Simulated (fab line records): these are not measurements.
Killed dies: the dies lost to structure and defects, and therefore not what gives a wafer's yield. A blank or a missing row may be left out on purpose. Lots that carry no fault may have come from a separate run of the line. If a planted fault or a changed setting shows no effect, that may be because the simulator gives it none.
Which tool did it? || flow sky130 || 12 lots with 36 wafers sampled at 5 steps, on a route of 708 steps

WHAT THE GAUGES READ, wafer by wafer
The record lacks any reading of a measuring or inspecting step that a usual standard deviation could be used to judge.

EACH LOT AND THE TOOL THAT RAN IT (in order: tool; ch and the chambers of the sampled wafers; start)
{"lot": "L245", "SKY_SD_P_STRIP_10": "plasmaAsher-02 ch 0,1, day 25 05:13", "SKY_VIA3_CMP_24": "cmp-01 ch 0,3, day 39 11:50", "SKY_METAL4_ETCH_16": "rieMetal-01 ch 0,1, day 41 14:48", "SKY_METAL5_DESCUM_14": "rieMetal-03 ch 0,1, day 43 15:13", "SKY_PAD_OPEN_PROBE_99": "prober-01, day 45 14:31"}
{"lot": "L246", "SKY_SD_P_STRIP_10": "plasmaAsher-04 ch 0,1, day 25 12:03", "SKY_VIA3_CMP_24": "cmp-02 ch 0,1, day 39 15:48", "SKY_METAL4_ETCH_16": "rieMetal-04 ch 0,1, day 41 18:23", "SKY_METAL5_DESCUM_14": "rieMetal-04 ch 0,1, day 43 19:05", "SKY_PAD_OPEN_PROBE_99": "prober-02, day 45 18:52"}
{"lot": "L251", "SKY_SD_P_STRIP_10": "plasmaAsher-04 ch 0,1, day 27 21:20", "SKY_VIA3_CMP_24": "cmp-01 ch 0,1, day 41 18:59", "SKY_METAL4_ETCH_16": "rieMetal-03 ch 0,1, day 43 18:18", "SKY_METAL5_DESCUM_14": "rieMetal-04 ch 0,1, day 45 17:19", "SKY_PAD_OPEN_PROBE_99": "prober-01, day 47 14:20"}
{"lot": "L253", "SKY_SD_P_STRIP_10": "plasmaAsher-04 ch 0,1, day 28 07:51", "SKY_VIA3_CMP_24": "cmp-01 ch 0,2,3, day 42 03:17", "SKY_METAL4_ETCH_16": "rieMetal-03 ch 0,1, day 44 02:14", "SKY_METAL5_DESCUM_14": "rieMetal-03 ch 0,1, day 45 23:55", "SKY_PAD_OPEN_PROBE_99": "prober-02, day 47 19:03"}
{"lot": "L252", "SKY_SD_P_STRIP_10": "plasmaAsher-04 ch 0,1, day 28 09:49", "SKY_VIA3_CMP_24": "cmp-01 ch 0,2,3, day 42 04:14", "SKY_METAL4_ETCH_16": "rieMetal-03 ch 0,1, day 44 03:23", "SKY_METAL5_DESCUM_14": "rieMetal-04 ch 0,1, day 46 00:47", "SKY_PAD_OPEN_PROBE_99": "prober-01, day 47 20:56"}
{"lot": "L259", "SKY_SD_P_STRIP_10": "plasmaAsher-02 ch 0,1, day 30 17:03", "SKY_VIA3_CMP_24": "cmp-02 ch 0,2,3, day 44 02:26", "SKY_METAL4_ETCH_16": "rieMetal-03 ch 0,1, day 45 23:14", "SKY_METAL5_DESCUM_14": "rieMetal-03 ch 0,1, day 47 17:47", "SKY_PAD_OPEN_PROBE_99": "prober-01, day 49 10:18"}
{"lot": "L261", "SKY_SD_P_STRIP_10": "plasmaAsher-02 ch 0,1, day 31 09:39", "SKY_VIA3_CMP_24": "cmp-02 ch 1,2, day 44 13:55", "SKY_METAL4_ETCH_16": "rieMetal-01 ch 0,1, day 46 09:17", "SKY_METAL5_DESCUM_14": "rieMetal-04 ch 0,1, day 48 03:32", "SKY_PAD_OPEN_PROBE_99": "prober-01, day 49 18:47"}
{"lot": "L263", "SKY_SD_P_STRIP_10": "plasmaAsher-02 ch 0,1, day 31 17:20", "SKY_VIA3_CMP_24": "cmp-01 ch 0,1,2, day 44 22:14", "SKY_METAL4_ETCH_16": "rieMetal-01 ch 0,1, day 46 16:09", "SKY_METAL5_DESCUM_14": "rieMetal-02 ch 0,1, day 48 10:19", "SKY_PAD_OPEN_PROBE_99": "-"}
{"lot": "L265", "SKY_SD_P_STRIP_10": "plasmaAsher-02 ch 0,1, day 32 06:15", "SKY_VIA3_CMP_24": "cmp-01 ch 0,1,2, day 45 08:56", "SKY_METAL4_ETCH_16": "rieMetal-04 ch 0,1, day 47 03:02", "SKY_METAL5_DESCUM_14": "rieMetal-03 ch 1, day 48 19:33", "SKY_PAD_OPEN_PROBE_99": "-"}
{"lot": "L266", "SKY_SD_P_STRIP_10": "plasmaAsher-03 ch 0,1, day 32 12:55", "SKY_VIA3_CMP_24": "cmp-02 ch 1,3, day 45 10:16", "SKY_METAL4_ETCH_16": "rieMetal-03 ch 0,1, day 47 04:36", "SKY_METAL5_DESCUM_14": "rieMetal-02 ch 0,1, day 48 21:46", "SKY_PAD_OPEN_PROBE_99": "prober-02, day 50 10:55"}
{"lot": "L267", "SKY_SD_P_STRIP_10": "plasmaAsher-04 ch 1, day 33 06:04", "SKY_VIA3_CMP_24": "cmp-01 ch 1,2,3, day 46 02:34", "SKY_METAL4_ETCH_16": "rieMetal-03 ch 1, day 47 19:30", "SKY_METAL5_DESCUM_14": "rieMetal-03 ch 0, day 49 11:13", "SKY_PAD_OPEN_PROBE_99": "prober-01, day 50 22:47"}
{"lot": "L268", "SKY_SD_P_STRIP_10": "plasmaAsher-04 ch 0,1, day 33 07:52", "SKY_VIA3_CMP_24": "cmp-01 ch 1,2,3, day 46 07:05", "SKY_METAL4_ETCH_16": "rieMetal-01 ch 0,1, day 48 00:06", "SKY_METAL5_DESCUM_14": "rieMetal-04 ch 1, day 49 14:25", "SKY_PAD_OPEN_PROBE_99": "prober-02, day 51 02:19"}
- SKY_SD_P_STRIP_10: strips in O2/N2.
- SKY_VIA3_CMP_24: polishes, stops on SiO2, t overpolish 20 s, target thk 0 nm.
- SKY_METAL4_ETCH_16: etches BARC in N2/H2, stops on SiO2, time 88.2 s, target depth 60 nm.
- SKY_METAL5_DESCUM_14: chemistry O2, time 11 s.
- SKY_PAD_OPEN_PROBE_99

WHAT THE TOOLS THEMSELVES READ (means of the sampled wafers that have a number; where no wafer has one, the mark that the record gives instead)
SKY_SD_P_STRIP_10. Usual: drypumpMotorCurrentA 6.0 A, standard deviation 0.55; oesProductAu 0.618 a.u., standard deviation 0.0045; stripTimeToEndpointS 17.51 s, standard deviation 0.038.
{"lot": "L245", "tool": "plasmaAsher-02", "drypumpMotorCurrentA (A)": 5.7, "oesProductAu (a.u.)": 0.617, "stripTimeToEndpointS (s)": 17.53, "flag": ""}
{"lot": "L246", "tool": "plasmaAsher-04", "drypumpMotorCurrentA (A)": 6.6, "oesProductAu (a.u.)": 0.620, "stripTimeToEndpointS (s)": 17.53, "flag": ""}
{"lot": "L251", "tool": "plasmaAsher-04", "drypumpMotorCurrentA (A)": 6.6, "oesProductAu (a.u.)": 0.618, "stripTimeToEndpointS (s)": 17.47, "flag": ""}
{"lot": "L253", "tool": "plasmaAsher-04", "drypumpMotorCurrentA (A)": 6.7, "oesProductAu (a.u.)": 0.615, "stripTimeToEndpointS (s)": 17.55, "flag": ""}
{"lot": "L252", "tool": "plasmaAsher-04", "drypumpMotorCurrentA (A)": 6.7, "oesProductAu (a.u.)": 0.619, "stripTimeToEndpointS (s)": 17.53, "flag": ""}
{"lot": "L259", "tool": "plasmaAsher-02", "drypumpMotorCurrentA (A)": 5.7, "oesProductAu (a.u.)": 0.616, "stripTimeToEndpointS (s)": 17.55, "flag": ""}
{"lot": "L261", "tool": "plasmaAsher-02", "drypumpMotorCurrentA (A)": 5.7, "oesProductAu (a.u.)": 0.621, "stripTimeToEndpointS (s)": 17.50, "flag": ""}
{"lot": "L263", "tool": "plasmaAsher-02", "drypumpMotorCurrentA (A)": 5.7, "oesProductAu (a.u.)": 0.621, "stripTimeToEndpointS (s)": 17.45, "flag": ""}
{"lot": "L265", "tool": "plasmaAsher-02", "drypumpMotorCurrentA (A)": 5.7, "oesProductAu (a.u.)": 0.620, "stripTimeToEndpointS (s)": 17.49, "flag": ""}
{"lot": "L266", "tool": "plasmaAsher-03", "drypumpMotorCurrentA (A)": 5.6, "oesProductAu (a.u.)": 0.614, "stripTimeToEndpointS (s)": 17.50, "flag": ""}
{"lot": "L267", "tool": "plasmaAsher-04", "drypumpMotorCurrentA (A)": 6.7, "oesProductAu (a.u.)": 0.618, "stripTimeToEndpointS (s)": 17.51, "flag": ""}
{"lot": "L268", "tool": "plasmaAsher-04", "drypumpMotorCurrentA (A)": 6.6, "oesProductAu (a.u.)": 0.618, "stripTimeToEndpointS (s)": 17.54, "flag": ""}

SKY_VIA3_CMP_24. Usual: motorCurrentA 11.6 A, standard deviation 1.3; overpolishRunS 19.999 s, standard deviation 0.0082; retainingRingPressureFrac 1.000, standard deviation 0.0048; timeToEndpointS 95 s, standard deviation 3.8.
{"lot": "L245", "tool": "cmp-01", "motorCurrentA (A)": 12.6, "overpolishRunS (s)": 20.000, "retainingRingPressureFrac": 0.998, "timeToEndpointS (s)": 96, "flag": ""}
{"lot": "L246", "tool": "cmp-02", "motorCurrentA (A)": 11.8, "overpolishRunS (s)": 20.003, "retainingRingPressureFrac": 0.999, "timeToEndpointS (s)": 91, "flag": ""}
{"lot": "L251", "tool": "cmp-01", "motorCurrentA (A)": 10.5, "overpolishRunS (s)": 19.995, "retainingRingPressureFrac": 0.999, "timeToEndpointS (s)": 100, "flag": ""}
{"lot": "L253", "tool": "cmp-01", "motorCurrentA (A)": 12.1, "overpolishRunS (s)": 19.998, "retainingRingPressureFrac": 1.003, "timeToEndpointS (s)": 99, "flag": ""}
{"lot": "L252", "tool": "cmp-01", "motorCurrentA (A)": 12.0, "overpolishRunS (s)": 20.003, "retainingRingPressureFrac": 0.996, "timeToEndpointS (s)": 98, "flag": ""}
{"lot": "L259", "tool": "cmp-02", "motorCurrentA (A)": 11.5, "overpolishRunS (s)": 20.004, "retainingRingPressureFrac": 0.999, "timeToEndpointS (s)": 97, "flag": ""}
{"lot": "L261", "tool": "cmp-02", "motorCurrentA (A)": 10.7, "overpolishRunS (s)": 19.996, "retainingRingPressureFrac": 1.001, "timeToEndpointS (s)": 90, "flag": ""}
{"lot": "L263", "tool": "cmp-01", "motorCurrentA (A)": 11.1, "overpolishRunS (s)": 19.997, "retainingRingPressureFrac": 1.003, "timeToEndpointS (s)": 97, "flag": ""}
{"lot": "L265", "tool": "cmp-01", "motorCurrentA (A)": 11.1, "overpolishRunS (s)": 19.995, "retainingRingPressureFrac": 0.999, "timeToEndpointS (s)": 97, "flag": ""}
{"lot": "L266", "tool": "cmp-02", "motorCurrentA (A)": 10.7, "overpolishRunS (s)": 20.003, "retainingRingPressureFrac": 0.992, "timeToEndpointS (s)": 86, "flag": ""}
{"lot": "L267", "tool": "cmp-01", "motorCurrentA (A)": 11.4, "overpolishRunS (s)": 19.991, "retainingRingPressureFrac": 0.999, "timeToEndpointS (s)": 96, "flag": ""}
{"lot": "L268", "tool": "cmp-01", "motorCurrentA (A)": 11.8, "overpolishRunS (s)": 20.003, "retainingRingPressureFrac": 1.000, "timeToEndpointS (s)": 96, "flag": ""}

SKY_METAL4_ETCH_16. Usual: biasW 100.0 W, standard deviation 0.3; drypumpMotorCurrentA 6.0 A, standard deviation 0.5; oesProductAu 0.625 a.u., standard deviation 0.0048; throttleValvePct 13.205 %, standard deviation 0.0096.
{"lot": "L245", "tool": "rieMetal-01", "biasW (W)": 100.3, "drypumpMotorCurrentA (A)": 6.1, "oesProductAu (a.u.)": 0.624, "throttleValvePct (%)": 13.208, "flag": ""}
{"lot": "L246", "tool": "rieMetal-04", "biasW (W)": 99.7, "drypumpMotorCurrentA (A)": 5.4, "oesProductAu (a.u.)": 0.623, "throttleValvePct (%)": 13.197, "flag": ""}
{"lot": "L251", "tool": "rieMetal-03", "biasW (W)": 100.2, "drypumpMotorCurrentA (A)": 6.5, "oesProductAu (a.u.)": 0.628, "throttleValvePct (%)": 13.207, "flag": ""}
{"lot": "L253", "tool": "rieMetal-03", "biasW (W)": 99.9, "drypumpMotorCurrentA (A)": 6.2, "oesProductAu (a.u.)": 0.628, "throttleValvePct (%)": 13.213, "flag": ""}
{"lot": "L252", "tool": "rieMetal-03", "biasW (W)": 99.9, "drypumpMotorCurrentA (A)": 6.2, "oesProductAu (a.u.)": 0.622, "throttleValvePct (%)": 13.213, "flag": ""}
{"lot": "L259", "tool": "rieMetal-03", "biasW (W)": 100.0, "drypumpMotorCurrentA (A)": 6.4, "oesProductAu (a.u.)": 0.623, "throttleValvePct (%)": 13.201, "flag": ""}
{"lot": "L261", "tool": "rieMetal-01", "biasW (W)": 100.1, "drypumpMotorCurrentA (A)": 5.9, "oesProductAu (a.u.)": 0.628, "throttleValvePct (%)": 13.211, "flag": ""}
{"lot": "L263", "tool": "rieMetal-01", "biasW (W)": 100.1, "drypumpMotorCurrentA (A)": 6.1, "oesProductAu (a.u.)": 0.627, "throttleValvePct (%)": 13.207, "flag": ""}
{"lot": "L265", "tool": "rieMetal-04", "biasW (W)": 100.0, "drypumpMotorCurrentA (A)": 5.8, "oesProductAu (a.u.)": 0.625, "throttleValvePct (%)": 13.201, "flag": ""}
{"lot": "L266", "tool": "rieMetal-03", "biasW (W)": 100.4, "drypumpMotorCurrentA (A)": 6.5, "oesProductAu (a.u.)": 0.631, "throttleValvePct (%)": 13.218, "flag": ""}
{"lot": "L267", "tool": "rieMetal-03", "biasW (W)": 100.0, "drypumpMotorCurrentA (A)": 6.7, "oesProductAu (a.u.)": 0.626, "throttleValvePct (%)": 13.200, "flag": ""}
{"lot": "L268", "tool": "rieMetal-01", "biasW (W)": 100.2, "drypumpMotorCurrentA (A)": 6.2, "oesProductAu (a.u.)": 0.626, "throttleValvePct (%)": 13.207, "flag": ""}

SKY_METAL5_DESCUM_14. Usual: drypumpMotorCurrentA 6.0 A, standard deviation 0.53; oesProductAu 0.997 a.u., standard deviation 0.012.
{"lot": "L245", "tool": "rieMetal-03", "drypumpMotorCurrentA (A)": 6.5, "oesProductAu (a.u.)": 0.994, "flag": ""}
{"lot": "L246", "tool": "rieMetal-04", "drypumpMotorCurrentA (A)": 5.8, "oesProductAu (a.u.)": 0.991, "flag": ""}
{"lot": "L251", "tool": "rieMetal-04", "drypumpMotorCurrentA (A)": 5.4, "oesProductAu (a.u.)": 0.979, "flag": ""}
{"lot": "L253", "tool": "rieMetal-03", "drypumpMotorCurrentA (A)": 6.2, "oesProductAu (a.u.)": 1.010, "flag": ""}
{"lot": "L252", "tool": "rieMetal-04", "drypumpMotorCurrentA (A)": 5.4, "oesProductAu (a.u.)": 0.989, "flag": ""}
{"lot": "L259", "tool": "rieMetal-03", "drypumpMotorCurrentA (A)": 6.5, "oesProductAu (a.u.)": 1.004, "flag": ""}
{"lot": "L261", "tool": "rieMetal-04", "drypumpMotorCurrentA (A)": 5.4, "oesProductAu (a.u.)": 0.988, "flag": ""}
{"lot": "L263", "tool": "rieMetal-02", "drypumpMotorCurrentA (A)": 6.0, "oesProductAu (a.u.)": 1.012, "flag": ""}
{"lot": "L265", "tool": "rieMetal-03", "drypumpMotorCurrentA (A)": 6.7, "oesProductAu (a.u.)": 1.011, "flag": ""}
{"lot": "L266", "tool": "rieMetal-02", "drypumpMotorCurrentA (A)": 6.2, "oesProductAu (a.u.)": 1.005, "flag": ""}
{"lot": "L267", "tool": "rieMetal-03", "drypumpMotorCurrentA (A)": 5.9, "oesProductAu (a.u.)": 0.996, "flag": ""}
{"lot": "L268", "tool": "rieMetal-04", "drypumpMotorCurrentA (A)": 6.1, "oesProductAu (a.u.)": 0.978, "flag": ""}

SKY_PAD_OPEN_PROBE_99. Usual: killed_at_M0_to_M3 43, standard deviation 6.7; killed_at_M4_up 3.2, standard deviation 1.9; killedAtContacts 24, standard deviation 5.9; killedAtFrontEnd 15, standard deviation 4.1; killedAtOther 0.3, standard deviation 0.56; killedDies 86, standard deviation 9.5; killedOnRim 17, standard deviation 3.7; killedOpen 47, standard deviation 7.4; killedShort 39, standard deviation 5.5.
{"lot": "L245", "tool": "prober-01", "killed_at_M0_to_M3": 43, "killed_at_M4_up": 4.7, "killedAtContacts": 35, "killedAtFrontEnd": 14, "killedAtOther": 0.3, "killedDies": 98, "killedOnRim": 23, "killedOpen": 54, "killedShort": 44, "flag": ""}
{"lot": "L246", "tool": "prober-02", "killed_at_M0_to_M3": 41, "killed_at_M4_up": 6.3, "killedAtContacts": 23, "killedAtFrontEnd": 14, "killedAtOther": 0.7, "killedDies": 86, "killedOnRim": 16, "killedOpen": 46, "killedShort": 40, "flag": ""}
{"lot": "L251", "tool": "prober-01", "killed_at_M0_to_M3": 39, "killed_at_M4_up": 3.3, "killedAtContacts": 20, "killedAtFrontEnd": 37, "killedAtOther": 0.0, "killedDies": 100, "killedOnRim": 20, "killedOpen": 44, "killedShort": 32, "flag": "OFF"}
{"lot": "L253", "tool": "prober-02", "killed_at_M0_to_M3": 37, "killed_at_M4_up": 3.7, "killedAtContacts": 19, "killedAtFrontEnd": 39, "killedAtOther": 0.0, "killedDies": 99, "killedOnRim": 19, "killedOpen": 42, "killedShort": 31, "flag": "OFF"}
{"lot": "L252", "tool": "prober-01", "killed_at_M0_to_M3": 37, "killed_at_M4_up": 3.0, "killedAtContacts": 24, "killedAtFrontEnd": 39, "killedAtOther": 0.3, "killedDies": 103, "killedOnRim": 20, "killedOpen": 48, "killedShort": 32, "flag": "OFF"}
{"lot": "L259", "tool": "prober-01", "killed_at_M0_to_M3": 39, "killed_at_M4_up": 1.7, "killedAtContacts": 28, "killedAtFrontEnd": 16, "killedAtOther": 0.7, "killedDies": 86, "killedOnRim": 17, "killedOpen": 44, "killedShort": 42, "flag": ""}
{"lot": "L261", "tool": "prober-01", "killed_at_M0_to_M3": 41, "killed_at_M4_up": 3.0, "killedAtContacts": 21, "killedAtFrontEnd": 17, "killedAtOther": 0.0, "killedDies": 82, "killedOnRim": 16, "killedOpen": 44, "killedShort": 38, "flag": ""}
{"lot": "L266", "tool": "prober-02", "killed_at_M0_to_M3": 41, "killed_at_M4_up": 2.0, "killedAtContacts": 26, "killedAtFrontEnd": 11, "killedAtOther": 0.3, "killedDies": 80, "killedOnRim": 11, "killedOpen": 42, "killedShort": 38, "flag": ""}
{"lot": "L267", "tool": "prober-01", "killed_at_M0_to_M3": 39, "killed_at_M4_up": 5.3, "killedAtContacts": 18, "killedAtFrontEnd": 11, "killedAtOther": 0.0, "killedDies": 73, "killedOnRim": 15, "killedOpen": 36, "killedShort": 37, "flag": ""}
{"lot": "L268", "tool": "prober-02", "killed_at_M0_to_M3": 47, "killed_at_M4_up": 2.7, "killedAtContacts": 20, "killedAtFrontEnd": 14, "killedAtOther": 0.0, "killedDies": 83, "killedOnRim": 15, "killedOpen": 44, "killedShort": 40, "flag": ""}

THE ANSWER, worked out from the rows above alone
Rule: lot off if the mean of its wafers having a number is beyond 3 standard deviations from the usual mean. A lot without any number at a reading at which 4 lots or more have one is off too. Any other lot the step has rows for is counted as sound. After the gauges, taken in route order, come the tools' own readings; for these a lot's mean is taken, as printed above. At the first step where some lot is off, the reading lying furthest off is the one used; lots without a number count as furthest.
Off at SKY_PAD_OPEN_PROBE_99 (killedAtFrontEnd): L251, L253, L252. Neither off nor sound, because the step has no rows for them: L263, L265.
A tool fits if, at that step or a process step before it, it ran every lot that is off, and no sound lot after the first of them. No candidate that was tried fits.

WHAT WAS PUT IN BY THE SIMULATOR
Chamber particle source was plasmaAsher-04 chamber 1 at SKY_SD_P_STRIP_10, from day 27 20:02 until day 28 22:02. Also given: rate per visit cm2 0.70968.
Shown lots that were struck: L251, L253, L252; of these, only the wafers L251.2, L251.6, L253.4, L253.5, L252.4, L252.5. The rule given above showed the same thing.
